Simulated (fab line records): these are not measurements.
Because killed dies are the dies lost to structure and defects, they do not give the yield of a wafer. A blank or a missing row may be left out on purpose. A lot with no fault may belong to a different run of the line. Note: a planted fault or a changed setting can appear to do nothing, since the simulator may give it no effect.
Matching of chambers    flow gf180mcu    4 sister chambers for GF_V5_CMP_26 on cmp-01
The step polishes, stops on SiO2, t overpolish 15 s, target thk 0 nm. 4 wafers are shown with their chamber, then 9 later ones without.

WAFERS PAIRED WITH THEIR CHAMBERS
wafer   chamber  time-to-endpoint-s (s)
L997.1  1        83
L102.1  2        77
L102.4  3        88
L102.6  0        95

WAFERS WHOSE CHAMBER IS MISSING
wafer   time-to-endpoint-s (s)
L105.1  87
L105.3  84
L105.4  93
L106.2  81
L106.5  85
L106.6  82
L111.2  92
L111.4  83
L111.6  80

EACH ONE'S CHAMBER
wafer    from the rows above       in truth
L105.1   can't be placed: 3 or 1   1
L105.3   can't be placed: 1 or 3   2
L105.4   can't be placed: 0 or 3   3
L106.2   can't be placed: 1 or 2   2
L106.5   can't be placed: 1 or 3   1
L106.6   1                         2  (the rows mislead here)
L111.2   can't be placed: 0 or 3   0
L111.4   1                         1
L111.6   can't be placed: 1 or 2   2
Placed correctly: 1 of 9. Cannot be placed on the basis of these rows: 7; the candidates contain the true chamber in 6. Placed wrongly: 1.
How it was worked out, from the rows above alone: a wafer's distance from a chamber is the root of the sum, over the readings, of the square of ((its reading less the chamber's mean) divided by the reading's scatter). The wafer belongs to the nearest chamber; if the next one is less than 2 further off, it can't be placed. A chamber's mean is the mean of its shown wafers. The scatter: with one shown wafer a chamber, the root of the mean of the squares of how far each hidden wafer lies from its nearest shown one.
